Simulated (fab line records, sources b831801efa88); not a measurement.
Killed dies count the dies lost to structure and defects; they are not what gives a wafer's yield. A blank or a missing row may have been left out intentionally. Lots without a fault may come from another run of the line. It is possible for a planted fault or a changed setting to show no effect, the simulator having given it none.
Which tool is to blame? / flow gf180mcu / 13 lots, 39 wafers sampled, at 4 steps of a route of 602

== WHAT EACH GAUGE READ, for each wafer ==
GF_VT_IMPLANT_OVL_MEAS_18. Usual: VT_IMPLANT_01_OVL 0.4 nm, standard deviation 1.4.
lot=L514; measured=day 6 03:46; on=overlay-01; VT_IMPLANT_01_OVL (nm)=0.4 2.0 0.6; flag=
lot=L515; measured=day 6 10:41; on=overlay-01; VT_IMPLANT_01_OVL (nm)=0.7 0.8 2.8; flag=
lot=L516; measured=day 6 17:10; on=overlay-01; VT_IMPLANT_01_OVL (nm)=-1.6 -1.7 0.0; flag=
lot=L518; measured=day 7 06:23; on=overlay-02; VT_IMPLANT_01_OVL (nm)=0.5 0.2 0.3; flag=
lot=L519; measured=day 7 11:21; on=overlay-02; VT_IMPLANT_01_OVL (nm)=1.5 -1.1 0.4; flag=
lot=L522; measured=day 8 10:16; on=overlay-01; VT_IMPLANT_01_OVL (nm)=0.8 -1.9 0.0; flag=
lot=L523; measured=day 8 20:59; on=overlay-02; VT_IMPLANT_01_OVL (nm)=1.7 2.4 1.7; flag=
lot=L529; measured=day 10 09:49; on=overlay-02; VT_IMPLANT_01_OVL (nm)=0.5 1.6 1.1; flag=
lot=L530; measured=day 10 14:40; on=overlay-01; VT_IMPLANT_01_OVL (nm)=1.2 1.5 2.7; flag=
lot=L531; measured=day 10 22:07; on=overlay-01; VT_IMPLANT_01_OVL (nm)=0.2 2.4 2.5; flag=
lot=L534; measured=day 11 10:22; on=overlay-02; VT_IMPLANT_01_OVL (nm)=-1.1 -0.4 -1.3; flag=
lot=L535; measured=day 12 01:54; on=overlay-02; VT_IMPLANT_01_OVL (nm)=-0.4 -1.6 -2.7; flag=
lot=L537; measured=day 12 06:15; on=overlay-01; VT_IMPLANT_01_OVL (nm)=-0.4 -1.9 -2.0; flag=

GF_HV_LDD_TW_MEAS_38. Usual: HV_LDD_3_TW 1448, standard deviation 7.8.
lot=L514; measured=day 11 10:28; on=film_metro-04; HV_LDD_3_TW=1436 1442 1441; flag=
lot=L515; measured=day 11 16:45; on=film_metro-04; HV_LDD_3_TW=1445 1448 1439; flag=
lot=L516; measured=day 12 04:43; on=film_metro-02; HV_LDD_3_TW=1445 1444 1449; flag=
lot=L518; measured=day 12 19:12; on=film_metro-04; HV_LDD_3_TW=1552 1559 1549; flag=OFF
lot=L519; measured=day 13 02:47; on=film_metro-04; HV_LDD_3_TW=1558 1563 1571; flag=OFF
lot=L522; measured=day 14 05:24; on=film_metro-02; HV_LDD_3_TW=1541 1536 1545; flag=OFF
lot=L523; measured=day 14 19:13; on=film_metro-02; HV_LDD_3_TW=1436 1439 1432; flag=
lot=L529; measured=day 16 20:26; on=film_metro-03; HV_LDD_3_TW=1460 1455 1463; flag=
lot=L530; measured=day 17 01:33; on=film_metro-03; HV_LDD_3_TW=1454 1453 1458; flag=
lot=L531; measured=day 17 07:32; on=film_metro-03; HV_LDD_3_TW=1455 1450 1456; flag=
lot=L534; measured=day 18 02:18; on=film_metro-03; HV_LDD_3_TW=1452 1446 1456; flag=
lot=L535; measured=day 18 19:28; on=film_metro-04; HV_LDD_3_TW=1451 1449 1444; flag=
lot=L537; measured=day 19 01:39; on=film_metro-03; HV_LDD_3_TW=1449 1449 1455; flag=

GF_HV_LDD_RS_MEAS_53: measures by four-point-probe. Usual: HV_LDD_RS 418.6 ohm/sq, standard deviation 1.
lot=L514; measured=day 12 06:36; on=film_metro-02; HV_LDD_RS (ohm/sq)=419.1 417.7 418.4; flag=
lot=L515; measured=day 12 12:26; on=film_metro-02; HV_LDD_RS (ohm/sq)=419.1 420.5 419.4; flag=
lot=L516; measured=day 13 00:56; on=film_metro-02; HV_LDD_RS (ohm/sq)=418.5 419.5 419.0; flag=
lot=L518; measured=day 13 14:34; on=film_metro-03; HV_LDD_RS (ohm/sq)=398.8 398.5 399.0; flag=OFF
lot=L519; measured=day 13 23:04; on=film_metro-04; HV_LDD_RS (ohm/sq)=399.2 399.1 397.9; flag=OFF
lot=L522; measured=day 15 03:05; on=film_metro-02; HV_LDD_RS (ohm/sq)=399.8 399.3 398.7; flag=OFF
lot=L523; measured=day 15 16:31; on=film_metro-03; HV_LDD_RS (ohm/sq)=418.1 418.6 419.5; flag=
lot=L529; measured=day 17 19:55; on=film_metro-03; HV_LDD_RS (ohm/sq)=418.7 418.2 417.8; flag=
lot=L530; measured=day 18 01:23; on=film_metro-03; HV_LDD_RS (ohm/sq)=417.5 418.3 418.6; flag=
lot=L531; measured=day 18 07:23; on=film_metro-04; HV_LDD_RS (ohm/sq)=418.9 419.2 418.8; flag=
lot=L534; measured=day 19 02:20; on=film_metro-02; HV_LDD_RS (ohm/sq)=420.8 419.7 420.5; flag=
lot=L535; measured=day 19 20:08; on=film_metro-03; HV_LDD_RS (ohm/sq)=418.6 417.7 417.9; flag=
lot=L537; measured=day 20 02:11; on=film_metro-03; HV_LDD_RS (ohm/sq)=416.3 417.5 417.0; flag=

== WHAT TOOL EACH LOT RAN ON (gives the tool, then ch and the chambers of the sampled wafers, and finally the start) ==
lot=L514; GF_HV_LDD_IMPLANT_36=implanter-01 ch 0, day 11 10:13
lot=L515; GF_HV_LDD_IMPLANT_36=implanter-02 ch 0, day 11 16:33
lot=L516; GF_HV_LDD_IMPLANT_36=implanter-01 ch 0, day 12 04:28
lot=L518; GF_HV_LDD_IMPLANT_36=implanter-01 ch 0, day 12 18:35
lot=L519; GF_HV_LDD_IMPLANT_36=implanter-02 ch 0, day 13 02:14
lot=L522; GF_HV_LDD_IMPLANT_36=implanter-04 ch 0, day 14 04:43
lot=L523; GF_HV_LDD_IMPLANT_36=implanter-01 ch 0, day 14 19:00
lot=L529; GF_HV_LDD_IMPLANT_36=implanter-04 ch 0, day 16 20:12
lot=L530; GF_HV_LDD_IMPLANT_36=implanter-01 ch 0, day 17 01:18
lot=L531; GF_HV_LDD_IMPLANT_36=implanter-04 ch 0, day 17 07:18
lot=L534; GF_HV_LDD_IMPLANT_36=implanter-04 ch 0, day 18 02:03
lot=L535; GF_HV_LDD_IMPLANT_36=implanter-01 ch 0, day 18 19:13
lot=L537; GF_HV_LDD_IMPLANT_36=implanter-01 ch 0, day 19 01:24
- GF_HV_LDD_IMPLANT_36

== WHAT THE TOOLS THEMSELVES READ (means of the sampled wafers that have a number; where no wafer has one, the mark that the record gives instead) ==
The record holds no such reading with a usual standard deviation.

== THE ANSWER, worked out from the rows above alone ==
Rule: lot off if the mean of its wafers having a number is beyond 3 standard deviations from the usual mean. A lot without any number at a reading at which 4 lots or more have one is off too. Any other lot the step has rows for is counted as sound. After the gauges, taken in route order, come the tools' own readings; for these a lot's mean is taken, as printed above. At the first step where some lot is off, the reading lying furthest off is the one used; lots without a number count as furthest.
Off: L518, L519, L522, at GF_HV_LDD_TW_MEAS_38 (HV_LDD_3_TW).
A tool fits if, at a process step before that reading, it ran every lot that is off, and no sound lot after the first of them. Those tools and the gauges at GF_HV_LDD_TW_MEAS_38 are tried in the same way. No candidate that was tried fits.

== WHAT THE SIMULATOR HAD INSERTED ==
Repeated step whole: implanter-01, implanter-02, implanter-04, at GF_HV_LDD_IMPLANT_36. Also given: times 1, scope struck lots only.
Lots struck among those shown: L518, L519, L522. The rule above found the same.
